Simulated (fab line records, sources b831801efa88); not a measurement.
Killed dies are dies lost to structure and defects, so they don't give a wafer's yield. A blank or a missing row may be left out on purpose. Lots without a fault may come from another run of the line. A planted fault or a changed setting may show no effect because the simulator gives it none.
Which tool did it? | flow sky130 | 12 lots, 36 wafers sampled, at 5 steps of a route of 708

WHAT THE GAUGES READ, wafer by wafer
SKY_NWELL_RS_MEAS_29: measures by four-point-probe. Usual: NWELL_RS 624.6 ohm/sq, standard deviation 1.9.
lot  | measured     | on            | NWELL_RS (ohm/sq) | flag
L292 | day 5 12:17  | film_metro-01 | 622.9 623.7 622.6 |
L294 | day 5 22:59  | film_metro-04 | 622.2 621.8 622.0 |
L295 | day 6 07:19  | film_metro-04 | 624.8 623.7 625.3 |
L297 | day 6 20:13  | film_metro-01 | 626.5 625.5 624.2 |
L298 | day 7 02:59  | film_metro-01 | 623.3 627.6 623.2 |
L299 | day 7 06:53  | film_metro-04 | 623.7 625.9 626.0 |
L300 | day 7 12:23  | film_metro-04 | 625.3 626.4 626.9 |
L308 | day 9 14:17  | film_metro-03 | 641.6 643.0 642.0 | OFF
L310 | day 10 04:04 | film_metro-04 | 638.2 639.3 639.2 | OFF
L311 | day 10 09:24 | film_metro-01 | 623.8 624.1 624.2 |
L313 | day 10 19:14 | film_metro-04 | 625.4 622.6 624.5 |
L314 | day 11 11:00 | film_metro-03 | 625.9 628.7 626.0 |

SKY_VT_ADJUST_HVTP_TW_MEAS_11. Usual: VT_ADJUST_HVTP_TW 1349, standard deviation 17.
lot  | measured     | on            | VT_ADJUST_HVTP_TW | flag
L292 | day 6 06:52  | film_metro-02 | 1375 1368 1372    |
L294 | day 6 18:04  | film_metro-02 | 1359 1368 1365    |
L295 | day 7 02:29  | film_metro-04 | 1328 1327 1317    |
L297 | day 7 16:20  | film_metro-04 | 1330 1323 1324    |
L298 | day 7 22:51  | film_metro-04 | 1325 1332 1316    |
L299 | day 8 03:49  | film_metro-04 | 1336 1331 1329    |
L300 | day 8 09:25  | film_metro-04 | 1340 1332 1342    |
L308 | day 10 13:07 | film_metro-04 | 1339 1331 1337    |
L310 | day 11 03:32 | film_metro-02 | 1367 1370 1364    |
L311 | day 11 09:34 | film_metro-03 | 1350 1361 1358    |
L313 | day 11 19:29 | film_metro-03 | 1348 1347 1351    |
L314 | day 12 11:13 | film_metro-02 | 1368 1363 1362    |

SKY_VT_ADJUST_LVTN_OVL_MEAS_07. Usual: VT_ADJUST_LVTN_OVL -0.1 nm, standard deviation 1.4.
lot  | measured     | on         | VT_ADJUST_LVTN_OVL (nm) | flag
L292 | day 7 01:01  | overlay-01 | -1.1 -0.5 -0.2          |
L294 | day 7 13:13  | overlay-02 | -0.9 1.3 -0.3           |
L295 | day 7 21:56  | overlay-01 | -3.1 -0.6 -0.9          |
L297 | day 8 12:52  | overlay-01 | 1.0 -0.2 -0.4           |
L298 | day 8 19:25  | overlay-01 | 0.6 -1.0 -1.2           |
L299 | day 9 00:46  | overlay-01 | 2.5 1.4 1.5             |
L300 | day 9 06:40  | overlay-01 | 0.3 2.6 1.4             |
L308 | day 11 12:23 | overlay-01 | 0.1 -1.0 0.5            |
L310 | day 12 03:10 | overlay-02 | 0.4 -0.8 -1.4           |
L311 | day 12 09:41 | overlay-01 | -1.4 1.8 0.8            |
L313 | day 12 19:34 | overlay-01 | 0.1 0.8 -0.3            |
L314 | day 13 12:59 | overlay-01 | -0.3 0.9 1.6            |

WHICH TOOL RAN EACH LOT (tool, then ch and the chambers of the sampled wafers, then the start)
lot  | SKY_FIELD_ISO_ETCH_14             | SKY_NWELL_IMPLANT_11
L292 | rie_diel-02 ch 0,2,3, day 2 10:01 | implanter-03 ch 0, day 4 17:44
L294 | rie_diel-03 ch 0,1,3, day 2 19:26 | implanter-03 ch 0, day 5 04:20
L295 | rie_diel-02 ch 0,1,2, day 3 03:28 | implanter-02 ch 0, day 5 12:12
L297 | rie_diel-03 ch 0,1,3, day 3 13:29 | implanter-01 ch 0, day 6 00:19
L298 | rie_diel-02 ch 0,3, day 3 17:37   | implanter-02 ch 0, day 6 06:59
L299 | rie_diel-03 ch 0,2, day 3 22:28   | implanter-03 ch 0, day 6 10:56
L300 | rie_diel-02 ch 0,1,2, day 4 02:35 | implanter-03 ch 0, day 6 15:58
L308 | rie_diel-04 ch 0,1,3, day 5 20:20 | implanter-03 ch 0, day 8 15:47
L310 | rie_diel-02 ch 0,3, day 6 09:02   | implanter-03 ch 0, day 9 05:04
L311 | rie_diel-02 ch 0,1,2, day 6 12:18 | implanter-02 ch 0, day 9 09:59
L313 | rie_diel-04 ch 0,2,3, day 6 23:26 | implanter-01 ch 0, day 9 19:56
L314 | rie_diel-03 ch 1,2, day 7 06:29   | implanter-02 ch 0, day 10 09:56
- SKY_FIELD_ISO_ETCH_14: etches BARC in N2/H2, stops on SiO2, time 45.9 s, target depth 60 nm.
- SKY_NWELL_IMPLANT_11

WHAT THE TOOLS THEMSELVES READ (means of the sampled wafers that have a number; where no wafer has one, the mark that the record gives instead)
SKY_FIELD_ISO_ETCH_14. Usual: drypump_motor_current_A 5.5 A, standard deviation 0.39; n2_flow_sccm 100.06 sccm, standard deviation 0.29; oes_product_au 0.855 a.u., standard deviation 0.0044; throttle_valve_pct 13.224 %, standard deviation 0.0088.
lot  | tool        | drypump_motor_current_A (A) | n2_flow_sccm (sccm) | oes_product_au (a.u.) | throttle_valve_pct (%) | flag
L292 | rie_diel-02 | 5.4                         | 99.88               | 0.856                 | 13.232                 |
L294 | rie_diel-03 | 5.2                         | 100.06              | 0.856                 | 13.221                 |
L295 | rie_diel-02 | 5.6                         | 99.91               | 0.855                 | 13.227                 |
L297 | rie_diel-03 | 5.2                         | 100.02              | 0.856                 | 13.223                 |
L298 | rie_diel-02 | 5.3                         | 100.11              | 0.853                 | 13.215                 |
L299 | rie_diel-03 | 5.7                         | 99.75               | 0.856                 | 13.227                 |
L300 | rie_diel-02 | 5.6                         | 100.04              | 0.856                 | 13.224                 |
L308 | rie_diel-04 | 6.0                         | 100.17              | 0.856                 | 13.223                 |
L310 | rie_diel-02 | 5.3                         | 99.88               | 0.859                 | 13.222                 |
L311 | rie_diel-02 | 5.6                         | 100.35              | 0.852                 | 13.217                 |
L313 | rie_diel-04 | 5.7                         | 100.02              | 0.855                 | 13.225                 |
L314 | rie_diel-03 | 5.2                         | 100.33              | 0.851                 | 13.228                 |

SKY_NWELL_IMPLANT_11. Usual: beam_energy_keV 400.01, standard deviation 0.13; faraday_current_uA 107.2, standard deviation 2.1.
lot  | tool         | beam_energy_keV | faraday_current_uA | flag
L292 | implanter-03 | 399.95          | 106.0              |
L294 | implanter-03 | 399.99          | 106.2              |
L295 | implanter-02 | 399.86          | 106.7              |
L297 | implanter-01 | 400.08          | 106.1              |
L298 | implanter-02 | 400.02          | 106.1              |
L299 | implanter-03 | 400.01          | 106.2              |
L300 | implanter-03 | 400.08          | 108.8              |
L308 | implanter-03 | 363.57          | 106.5              | OFF
L310 | implanter-03 | 363.77          | 106.8              | OFF
L311 | implanter-02 | 400.04          | 108.7              |
L313 | implanter-01 | 399.75          | 107.0              |
L314 | implanter-02 | 400.16          | 107.0              |

THE ANSWER, worked out from the rows above alone
Rule: a lot is off if the mean of its wafers that have a number lies more than 3 standard deviations from the usual mean. A lot without any number at a reading at which 4 lots or more have one is off too. The other lots that the step has rows for count as sound. The gauges are gone through in route order, then the tools' own readings, and for those a lot's mean is taken as printed above. The first step at which some lot is off is used, and at that step the reading that is off furthest; a lot without a number counts as furthest.
Off: L308, L310, at SKY_NWELL_RS_MEAS_29 (NWELL_RS).
A tool fits if, at a process step before that reading, it ran every lot that is off, and no sound lot after the first of them. The gauges at SKY_NWELL_RS_MEAS_29 aren't tried: what is off there is off at SKY_NWELL_IMPLANT_11 too, on other tools, and a gauge's error can't cause that. One fits: implanter-03 at SKY_NWELL_IMPLANT_11. Its last sound lot is L300 (day 6 15:58), its first lot that is off L308 (day 8 15:47): a fault that began between those two fits.
The tool's own readings at SKY_NWELL_IMPLANT_11 bear it out: on the lots that are off they differ by more than 5 times the standard deviation of the sound lots' means. beam_energy_keV reads 363.67 there against 399.99 on the sound lots.

WHAT THE SIMULATOR HAD PUT IN
Process parameter drift: implanter-03, from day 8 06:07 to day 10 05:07, at SKY_NWELL_IMPLANT_11. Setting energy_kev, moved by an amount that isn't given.
Lots struck among those shown: L308, L310. The rule above found the same.
